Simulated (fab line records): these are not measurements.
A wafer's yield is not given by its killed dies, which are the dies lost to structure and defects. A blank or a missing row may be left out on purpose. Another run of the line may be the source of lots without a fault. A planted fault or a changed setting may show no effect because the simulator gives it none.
Chamber matching + flow sky130 + 4 sister chambers for SKY_VIA2_ETCH_15 on rie diel-03
The step etches SiO2 in C4F8/O2/Ar, stops on TiN, target depth 546 nm, time 84 s. 14 wafers are shown with their chamber, then 7 later ones without.

== WAFERS WITH THEIR CHAMBER ==
| wafer  | chamber | oes product au (a.u.) |
|--------|---------|-----------------------|
| L492.3 | 2       | 0.941                 |
| L492.4 | 3       | 0.934                 |
| L492.5 | 1       | 0.934                 |
| L495.1 | 0       | 0.944                 |
| L495.2 | 3       | 0.933                 |
| L495.5 | 1       | 0.939                 |
| L496.4 | 2       | 0.938                 |
| L496.5 | 2       | 0.947                 |
| L496.6 | 1       | 0.938                 |
| L497.1 | 1       | 0.937                 |
| L497.3 | 3       | 0.939                 |
| L497.5 | 0       | 0.935                 |
| L502.1 | 2       | 0.943                 |
| L502.3 | 3       | 0.938                 |

SIGNATURES (averages over the wafers above)
| reading        | chamber 0 | chamber 1 | chamber 2 | chamber 3 | scatter within a chamber |
|----------------|-----------|-----------|-----------|-----------|--------------------------|
| oes product au | 0.93950   | 0.93700   | 0.94225   | 0.93600   | 0.00351                  |
Rule: distance of a wafer from a chamber = root of the sum over the readings of ((wafer's reading minus chamber's mean) / reading's scatter) squared. If the next closest chamber is less than 2 further off than the closest, the wafer can't be placed; otherwise it belongs to the closest. How the scatter is found: for the shown wafers, subtract from each reading the mean of its chamber, square and add these, divide the total by (wafers less chambers), then take the root.

== WAFERS MISSING THEIR CHAMBER ==
| wafer  | oes product au (a.u.) |
|--------|-----------------------|
| L502.4 | 0.942                 |
| L506.2 | 0.937                 |
| L506.4 | 0.938                 |
| L506.6 | 0.936                 |
| L508.2 | 0.937                 |
| L508.3 | 0.939                 |
| L508.5 | 0.940                 |

== WHICH CHAMBER EACH ONE RAN IN ==
| wafer  | from the rows above               | in truth |
|--------|-----------------------------------|----------|
| L502.4 | can't be placed: 2 or 0 or 1 or 3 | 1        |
| L506.2 | can't be placed: 1 or 3 or 0 or 2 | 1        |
| L506.4 | can't be placed: 1 or 0 or 3 or 2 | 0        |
| L506.6 | can't be placed: 3 or 1 or 0 or 2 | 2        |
| L508.2 | can't be placed: 1 or 3 or 0 or 2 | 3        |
| L508.3 | can't be placed: 0 or 1 or 3 or 2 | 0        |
| L508.5 | can't be placed: 0 or 2 or 1 or 3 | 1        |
Placed correctly: 0 of 7. Can't be placed from these rows: 7 (the true chamber is among the candidates in 7). Number placed wrongly: 0.
